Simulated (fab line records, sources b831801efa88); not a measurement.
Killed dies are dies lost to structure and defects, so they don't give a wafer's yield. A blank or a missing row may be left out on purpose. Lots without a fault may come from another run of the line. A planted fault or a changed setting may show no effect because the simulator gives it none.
fab line records | flow sky130
record lots=13 wafers=37 last_day=50
route steps=708 shown POLY_GATE@229 LDD_N@244 LDD_LDN@291 SPACER@305 PAD_OPEN@708
lots that met no fault: from a run of the same line without faults
start_h: hours from the record's first day to the start of the lot's first wafer shown | wait_h: hours since the lot's step before | " the same as in the row above | L1.1+2: a row that stands for several wafers | - no value, or no start given | * or withheld: withheld | < > ~ a bound
route shown NAME@n: a module of which the file shows steps, and the number in the route of the first | usual: mean/standard deviation of fault-free wafers | same: alike in all rows | chamber/n: place in a boat | sites: the reading at each site | _std_site: their standard deviation | _edge_site: outer sites' mean less inner sites' | radius_mm: how far each site lies from the wafer's centre | mask NAME#n: copy n | behind: the tool/chamber that last shaped the wafer | hold: why the lot was held/for how many hours/how that ended | device: the transistor (n, p or np) that didn't switch | end of line: the same wafers' tests at the end of the route | a step without rows: its recipe alone | killed: dies lost to structure and defects at the first sort, not the wafer's yield | map: a wafer's dies, x killed, . not, _ none there
set.NAME: the setting as run; set.NAME@STEP: as run at that earlier step | model.NAME: the simulator's own value behind a step, which no gauge read
steps of the route over a sample of lots; a table a step, a row a wafer
services: from which hour (start_h, from the record's first day; less than 0 if before it) a tool's chamber was out of use, for how many hours, and why
## steps
# step SKY_POLY_GATE_ETCH_15
# recipe chemistry=N2/H2 target=BARC ion_energy_ev=200 source_w=500 bias_w=100 pressure_mtorr=30 n2_flow_sccm=100 h2_flow_sccm=200 stop_on=SiO2 time_s=118.5 target_depth_a=1100
# usual drypump_motor_current_A=5.8/0.37 oes_product_au=0.717/0.0051 throttle_valve_pct=13.213/0.0095
# columns lot.wafer tool chamber start_h wait_h drypump_motor_current_A oes_product_au rf_hours_counter_h throttle_valve_pct
L533.3 rie_diel-01 1 361.00 0.0 6.0 0.712 48 13.226
L533.4 " 0 " " 6.0 0.712 - 13.216
L533.5 " 1 " " 6.0 0.719 - 13.226
L534.1 rie_diel-02 2 364.55 0.0 6.3 0.716 55 13.226
L534.4 " 3 " " 6.0 0.718 1 13.201
L534.6 " 1 " " 5.5 0.713 - 13.195
L535.1 rie_diel-01 1 368.09 0.0 6.0 0.707 48 13.212
L535.2 " 0 " " 6.0 0.712 47 13.221
L535.6 " 1 " " 6.0 0.721 - 13.202
L538.1 rie_diel-02 0 400.04 0.0 5.2 0.721 6 13.210
L538.4 " 1 " " 5.5 0.713 48 13.211
L538.6 " 0 " " 5.3 0.718 - 13.219
L541.2 rie_diel-02 3 422.14 0.0 6.0 0.709 2 13.229
L541.4 " 0 " " 5.3 0.715 6 13.195
L541.6 " 2 " " 6.4 0.715 - 13.213
L542.3 rie_diel-02 3 437.98 0.0 6.0 0.712 2 13.210
L542.5 " 0 " " 5.2 0.713 - 13.223
L542.6 " 3 " " 6.0 0.716 - 13.193
L543.2 rie_diel-01 1 445.90 0.0 6.0 0.711 50 13.221
L543.3 " 3 " " 5.7 0.719 13 13.203
L543.5 " 1 " " 6.0 0.708 - 13.221
L547.5 rie_diel-02 2 474.28 0.0 6.4 0.715 - 13.223
L547.6 " 3 " " 6.0 0.710 - 13.213
L548.5 rie_diel-03 3 486.50 0.0 6.3 0.722 - 13.199
L548.6 " 2 " " 5.5 0.718 - 13.222
L549.1 rie_diel-02 1 496.99 0.0 5.5 0.728 50 13.225
L549.3 " 0 " " 5.2 0.713 7 13.223
L549.4 " 3 " " 6.0 0.707 3 13.209
L554.1 rie_diel-01 0 549.74 0.0 6.0 0.708 50 13.213
L554.3 " 3 " " 5.7 0.716 14 13.206
L554.5 " 1 " " 6.0 0.717 - 13.229
L555.1 rie_diel-02 0 550.39 0.0 5.3 0.725 8 13.218
L555.3 " 2 " " 6.4 0.721 59 13.203
L555.6 " 3 " " 6.0 0.714 - 13.225
L556.2 rie_diel-03 2 553.79 0.0 5.6 0.723 77 13.216
L556.3 " 0 " " 5.9 0.722 15 13.206
L556.5 " 1 " " 5.3 0.715 - 13.209
# step SKY_LDD_N_OVL_MEAS_07
# usual LDD_N_OVL=-1.1/1.3
# columns lot.wafer tool chamber start_h wait_h LDD_N_OVL[nm]
L533.3 overlay-02 - 390.59 0.1 -2.0
L533.4 " - " " -2.7
L533.5 " - " " -0.7
L534.1 overlay-01 - 394.07 0.1 -1.0
L534.4 " - " " -1.3
L534.6 " - " " -0.5
L535.1 overlay-01 - 399.18 0.1 -0.4
L535.2 " - " " 2.0
L535.6 " - " " 0.6
L538.1 overlay-01 - 433.02 0.1 -2.4
L538.4 " - " " -2.1
L538.6 " - " " -3.6
L541.2 overlay-01 - 456.88 0.1 -0.1
L541.4 " - " " -0.9
L541.6 " - " " -0.5
L542.3 overlay-02 - 471.68 0.1 -2.0
L542.5 " - " " -1.0
L542.6 " - " " -1.8
L543.2 overlay-02 - 478.67 0.1 -0.6
L543.3 " - " " -0.9
L543.5 " - " " -2.3
L547.5 overlay-02 - 506.79 0.0 -2.3
L547.6 " - " " -0.8
L548.5 overlay-01 - 517.50 0.0 -1.9
L548.6 " - " " -1.3
L549.1 overlay-01 - 529.21 0.1 -0.9
L549.3 " - " " -0.3
L549.4 " - " " -0.6
L554.1 overlay-02 - 581.58 0.1 -4.6
L554.3 " - " " -3.1
L554.5 " - " " -3.0
L555.1 overlay-02 - 582.88 0.1 -0.8
L555.3 " - " " -0.9
L555.6 " - " " -1.0
L556.2 overlay-01 - 585.34 0.1 -1.1
L556.3 " - " " -1.9
L556.5 " - " " -0.8
# step SKY_LDD_LDN_COAT_02
# recipe resist=NOVOLAK spin_rpm=3000 resist_thk_nm=1140
# columns lot.wafer tool chamber start_h wait_h
L533.3+4+5 litho_track-02 0 498.92 0.1
L534.1+4+6 litho_track-03 0 501.86 0.1
L535.1+2+6 litho_track-03 0 507.86 0.1
L538.1+4+6 litho_track-04 0 541.98 0.1
L541.2+4+6 litho_track-04 0 564.61 0.1
L542.3+5+6 litho_track-03 0 578.71 0.1
L543.2+3+5 litho_track-02 0 585.99 0.1
L547.5+6 litho_track-03 0 611.41 0.1
L548.5+6 litho_track-03 0 622.96 0.1
L549.1+3+4 litho_track-03 0 634.21 0.1
L554.1+3+5 litho_track-04 0 684.18 0.1
L555.1+3+6 litho_track-02 0 685.22 0.1
L556.2+3+5 litho_track-02 0 686.74 0.1
# step SKY_LDD_LDN_STRIP_12
# recipe chemistry=O2/N2 power_w=1400 pressure_mtorr=1500 platen_temp_c=withheld o2_flow_sccm=3000 n2_flow_sccm=300 overash_fraction=0.5
# usual drypump_motor_current_A=5.73/0.27 o2_flow_sccm=2999/8.9 oes_product_au=0.715/0.0047 strip_time_to_endpoint_s=14.19/0.047
# columns lot.wafer tool chamber start_h wait_h drypump_motor_current_A o2_flow_sccm oes_product_au rf_hours_counter_h strip_time_to_endpoint_s
L533.3 plasma_asher-04 1 514.49 0.1 5.21 3000 0.712 - 14.23
L533.4 " 0 " " 6.11 2987 0.714 - 14.26
L533.5 " 1 " " 5.21 2994 0.718 - 14.28
L534.1 plasma_asher-03 0 517.17 0.1 5.77 3008 0.706 41 14.14
L534.4 " 0 " " 5.78 3013 0.707 - 14.18
L534.6 " 0 " " 5.76 3009 0.717 - 14.14
L535.1 plasma_asher-03 0 522.87 0.1 5.74 2999 0.716 42 14.09
L535.2 " 1 " " 5.70 2995 0.717 42 14.16
L535.6 " 0 " " 5.77 2995 0.714 - 14.18
L538.1 plasma_asher-03 1 557.45 0.1 5.71 2985 0.717 46 14.20
L538.4 " 0 " " 5.77 2998 0.715 - 14.21
L538.6 " 1 " " 5.70 3004 0.714 - 14.20
L541.2 plasma_asher-04 1 580.42 0.1 5.18 2999 0.715 15 14.18
L541.4 " 0 " " 6.10 3014 0.716 - 14.20
L541.6 " 0 " " 6.14 3010 0.715 - 14.19
L542.3 plasma_asher-02 1 593.63 0.1 5.46 3005 0.709 - 14.06
L542.5 " 0 " " 6.11 2995 0.709 - 14.08
L542.6 " 1 " " 5.46 2997 0.715 - 14.04
L543.2 plasma_asher-02 0 601.55 0.1 6.10 3012 0.717 75 14.26
L543.3 " 0 " " 6.14 3011 0.715 - 14.23
L543.5 " 1 " " 5.49 3018 0.708 - 14.26
L547.5 plasma_asher-02 1 627.17 0.1 5.45 3007 0.512 - 6.69
L547.6 " 0 " " 6.12 2982 0.716 - 14.23
L548.5 plasma_asher-02 0 638.62 0.1 6.12 3012 0.508 - 6.67
L548.6 " 1 " " 5.48 3000 0.715 - 14.23
L549.1 plasma_asher-02 1 649.40 0.1 5.45 3014 0.711 80 14.23
L549.3 " 0 " " 6.12 3005 0.713 - 14.23
L549.4 " 1 " " 5.45 3000 0.512 - 6.65
L554.1 plasma_asher-04 0 698.07 0.1 6.13 2998 0.724 27 14.21
L554.3 " 0 " " 6.14 2996 0.710 - 14.16
L554.5 " 1 " " 5.22 2997 0.711 - 14.16
L555.1 plasma_asher-03 1 699.70 0.1 5.72 2995 0.722 60 14.22
L555.3 " 0 " " 5.76 2997 0.717 - 14.19
L555.6 " 0 " " 5.76 2982 0.711 - 14.23
L556.2 plasma_asher-03 0 700.95 0.1 5.72 2995 0.722 60 14.11
L556.3 " 1 " " 5.73 3000 0.715 - 14.17
L556.5 " 1 " " 5.73 3004 0.716 - 14.12
# step SKY_SPACER_THK_MEAS_01
# recipe reads=Si3N4_of_SPACER_CVD_00
# usual SPACER_CVD_00_THK=43.1/0.51
# columns lot.wafer tool chamber start_h wait_h SPACER_CVD_00_THK[nm]
L533.3 film_metro-04 - 515.89 0.0 42.9
L533.4 " - " " 43.0
L533.5 " - " " 43.2
L534.1 film_metro-04 - 518.59 0.0 42.6
L534.4 " - " " 43.0
L534.6 " - " " 43.1
L535.1 film_metro-02 - 524.85 0.0 43.6
L535.2 " - " " 43.4
L535.6 " - " " 43.7
L538.1 film_metro-02 - 558.87 0.0 42.6
L538.4 " - " " 43.2
L538.6 " - " " 43.1
L541.2 film_metro-01 - 582.21 0.0 43.3
L541.4 " - " " 42.8
L541.6 " - " " 42.6
L542.3 film_metro-01 - 595.04 0.0 43.1
L542.5 " - " " 42.9
L542.6 " - " " 43.0
L543.2 film_metro-02 - 603.48 0.0 43.3
L543.3 " - " " 43.1
L543.5 " - " " 42.8
L547.5 film_metro-01 - 628.56 0.0 42.6
L547.6 " - " " 42.7
L548.5 film_metro-01 - 640.01 0.0 43.4
L548.6 " - " " 43.1
L549.1 film_metro-04 - 650.82 0.0 42.9
L549.3 " - " " 42.6
L549.4 " - " " 42.6
L554.1 film_metro-02 - 699.49 0.0 43.5
L554.3 " - " " 43.2
L554.5 " - " " 43.2
L555.1 film_metro-02 - 702.10 0.0 42.8
L555.3 " - " " 42.9
L555.6 " - " " 43.2
L556.2 film_metro-02 - 704.65 0.0 43.3
L556.3 " - " " 43.3
L556.5 " - " " 43.2
# step SKY_PAD_OPEN_PROBE_99
# usual killed_at_M0_to_M3=42/7.4 killed_at_M4_up=3.4/1.8 killed_at_contacts=25/5.4 killed_at_front_end=15/4.4 killed_at_other=0.2/0.52 killed_dies=86/9.3 killed_open=47/7.6 killed_short=39/6.5
# same gross_dies=492 killed_at_back_side=0
# columns lot.wafer tool chamber start_h wait_h killed_at_M0_to_M3 killed_at_M4_up killed_at_contacts killed_at_front_end killed_at_other killed_dies killed_open killed_short
L547.5 prober-02 - 1143.80 0.2 45 4 25 33 0 107 48 36
L547.6 prober-02 - 1143.85 0.2 37 2 25 14 1 79 38 41
L548.5 prober-02 - 1152.38 0.2 31 4 30 33 0 98 46 36
L548.6 prober-02 - 1152.43 0.2 32 2 21 18 0 73 39 34
L549.1 prober-01 - 1160.47 0.1 45 3 26 16 0 90 53 37
L549.3 prober-01 - 1160.57 0.2 46 5 18 14 0 83 41 42
L549.4 prober-01 - 1160.62 0.2 33 2 22 45 1 103 41 39
# killed by level:class
L547.5 LDD_LDN:area_expose=23 VIA1:geometric_particle:open=9 VIA3:geometric_particle:open=8 CONTACT:geometric_particle:short=6 CONTACT:geometric_particle:open=6 LI_CONTACT:geometric_particle:open=5 METAL1:geometric_particle:short=5 VIA1:geometric_particle:short=5
L547.6 VIA1:geometric_particle:open=10 LI_CONTACT:geometric_particle:open=8 CONTACT:geometric_particle:open=7 CONTACT:geometric_particle:short=7 VIA3:geometric_particle:short=7 METAL2:geometric_particle:short=6 POLY_GATE:geometric_particle:open=4 POLY_GATE:geometric_particle:short=3
L548.5 LDD_LDN:area_expose=16 LI_CONTACT:geometric_particle:open=10 CONTACT:geometric_particle:open=8 VIA1:geometric_particle:open=8 FIELD_ISO:geometric_particle:short=6 METAL1:geometric_particle:short=6 LOCAL_INTERCONNECT:geometric_particle:short=5 FIELD_ISO:geometric_particle:open=4
L548.6 VIA1:geometric_particle:open=11 FIELD_ISO:geometric_particle:short=7 FIELD_ISO:geometric_particle:open=6 METAL1:geometric_particle:short=6 LI_CONTACT:geometric_particle:open=5 CONTACT:geometric_particle:short=4 LOCAL_INTERCONNECT:geometric_particle:short=4 METAL2:geometric_particle:short=4
L549.1 VIA1:geometric_particle:open=10 LI_CONTACT:geometric_particle:open=9 CONTACT:geometric_particle:open=9 METAL2:geometric_particle:short=8 VIA3:geometric_particle:open=8 VIA1:geometric_particle:short=5 CONTACT:geometric_particle:short=3 METAL1:geometric_particle:short=3
L549.3 METAL2:geometric_particle:short=8 CONTACT:geometric_particle:open=7 VIA3:geometric_particle:open=7 METAL3:geometric_particle:short=7 VIA1:geometric_particle:open=6 VIA2:geometric_particle:open=6 METAL4:geometric_particle:short=5 FIELD_ISO:geometric_particle:short=4
L549.4 LDD_LDN:area_expose=23 CONTACT:geometric_particle:open=7 FIELD_ISO:geometric_particle:open=6 VIA1:geometric_particle:open=6 LOCAL_INTERCONNECT:geometric_particle:short=5 VIA3:geometric_particle:open=5 FIELD_ISO:geometric_particle:short=4 POLY_GATE:geometric_particle:short=4
## services
# columns tool chamber start_h hours kind
rie_diel-01 3 346.07 6.6 repair
plasma_asher-02 - 347.59 2.8 pm
rie_diel-01 0 355.87 4.6 repair
rie_diel-02 - 360.23 2.8 pm
rie_diel-01 3 360.43 7.3 repair
rie_diel-03 - 365.56 0.2 repair
rie_diel-03 1 395.59 8.7 repair
plasma_asher-03 - 411.66 0.6 repair
plasma_asher-04 - 421.25 9.0 pm
rie_diel-03 3 445.46 8.0 repair
rie_diel-01 - 497.33 14.6 pm
plasma_asher-04 - 507.15 6.7 repair
rie_diel-02 0 513.58 12.0 repair
plasma_asher-02 - 513.63 28.1 pm
rie_diel-02 1 520.58 14.8 repair
rie_diel-01 0 534.33 4.8 repair
plasma_asher-02 - 566.97 3.0 repair
rie_diel-02 3 573.55 7.1 repair
rie_diel-01 3 603.71 2.6 repair
rie_diel-01 - 625.01 2.8 pm
plasma_asher-03 - 670.43 5.3 repair
plasma_asher-02 - 674.19 8.3 repair
plasma_asher-02 - 684.45 14.6 pm
plasma_asher-04 - 690.53 5.0 repair
## key
first_sign step=SKY_LDD_LDN_STRIP_12 reading=strip_time_to_endpoint_s direction=down sigmas=99+ usual=* struck=*
effect step=SKY_LDD_LDN_STRIP_12 reading=oes_product_au direction=down sigmas=43 usual=0.715 struck=0.511
effect step=SKY_PAD_OPEN_PROBE_99 reading=killed_at_front_end direction=up sigmas=5 usual=15 struck=37
met_at SKY_LDD_LDN_COAT_02
struck_lots L547,L548,L549
struck_wafers L547.5,L548.5,L549.4
tester_left_out L547,L548,L549
not_acting_at SKY_POLY_GATE_ETCH_15,SKY_LDD_N_OVL_MEAS_07,SKY_SPACER_THK_MEAS_01
onset_between 578.71 611.41
fault kind=process_parameter_drift tool=litho_track-03 chamber=- onset_h=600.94 steps=SKY_LDD_LDN_COAT_02 channel=resist_thk_nm offset=-641.12 shape=step end_h=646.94 scope=struck_wafers_only acts_in=these_recipes_only stated=1140
# tester_left_out: of these lots the tester's yield and bins aren't shown, on N5 and GAA mostly nor the transistor test; their killed dies are dies lost to structure and defects alone, not to doping, threshold or leakage, so they don't give the yield
